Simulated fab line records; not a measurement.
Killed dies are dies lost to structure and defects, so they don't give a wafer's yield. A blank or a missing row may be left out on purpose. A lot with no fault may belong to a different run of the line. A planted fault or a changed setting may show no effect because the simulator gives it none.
Matching of chambers + flow sky130 + cmp-01 running SKY_VIA2_CMP_24: 4 sister chambers
The step polishes, stops on SiO2, t overpolish 20 s, target thk 0 nm. 14 wafers are shown with their chamber, then 7 later ones without.

## WAFERS PAIRED WITH THEIR CHAMBERS
| wafer  | chamber | motor_current_A (A) | time_to_endpoint_s (s) | head_pressure_psi (psi) |
|--------|---------|---------------------|------------------------|-------------------------|
| L409.4 | 1       | 11.3                | 99                     | 3.508                   |
| L409.5 | 3       | 12.7                | 101                    | 3.502                   |
| L409.6 | 2       | 12.7                | 110                    | 3.504                   |
| L410.1 | 0       | 9.6                 | 105                    | 3.505                   |
| L410.3 | 3       | 13.1                | 97                     | 3.496                   |
| L410.5 | 1       | 11.3                | 91                     | 3.500                   |
| L413.1 | 3       | 12.3                | 99                     | 3.488                   |
| L413.3 | 0       | 9.8                 | 106                    | 3.502                   |
| L413.5 | 1       | 11.8                | 93                     | 3.505                   |
| L414.2 | 1       | 11.2                | 90                     | 3.495                   |
| L414.3 | 2       | 12.8                | 102                    | 3.497                   |
| L414.6 | 3       | 13.7                | 97                     | 3.497                   |
| L423.2 | 2       | 13.4                | 106                    | 3.516                   |
| L423.4 | 0       | 9.5                 | 101                    | 3.499                   |

SIGNATURES (means of the wafers above)
| reading            | chamber 0 | chamber 1 | chamber 2 | chamber 3 | scatter within a chamber |
|--------------------|-----------|-----------|-----------|-----------|--------------------------|
| motor_current_A    | 9.633     | 11.400    | 12.967    | 12.950    | 0.403                    |
| time_to_endpoint_s | 104.00    | 93.25     | 106.00    | 98.50     | 3.25                     |
| head_pressure_psi  | 3.50200   | 3.50200   | 3.50567   | 3.49575   | 0.00634                  |
Rule: distance of a wafer from a chamber = root of the sum over the readings of ((wafer's reading minus chamber's mean) / reading's scatter) squared. If the next closest chamber is less than 2 further off than the closest, the wafer can't be placed; otherwise it belongs to the closest. The scatter: the root of (the sum of the squares of (reading less its chamber's mean) over the shown wafers, divided by (wafers less chambers)).

## WAFERS WHOSE CHAMBER IS MISSING
| wafer  | motor_current_A (A) | time_to_endpoint_s (s) | head_pressure_psi (psi) |
|--------|---------------------|------------------------|-------------------------|
| L423.5 | 13.4                | 103                    | 3.501                   |
| L428.1 | 12.6                | 107                    | 3.496                   |
| L428.3 | 11.6                | 93                     | 3.495                   |
| L428.4 | 12.3                | 93                     | 3.503                   |
| L431.1 | 11.2                | 89                     | 3.501                   |
| L431.5 | 12.4                | 106                    | 3.501                   |
| L431.6 | 13.4                | 106                    | 3.497                   |

## CHAMBER TAKEN BY EACH
| wafer  | from the rows above     | in truth |
|--------|-------------------------|----------|
| L423.5 | can't be placed: 2 or 3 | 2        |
| L428.1 | can't be placed: 2 or 3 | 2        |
| L428.3 | 1                       | 1        |
| L428.4 | can't be placed: 1 or 3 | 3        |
| L431.1 | 1                       | 1        |
| L431.5 | can't be placed: 2 or 3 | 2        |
| L431.6 | can't be placed: 2 or 3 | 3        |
Placed correctly: 2 of 7. Cannot be placed on the basis of these rows: 5; the candidates contain the true chamber in 5. Number placed wrongly: 0.
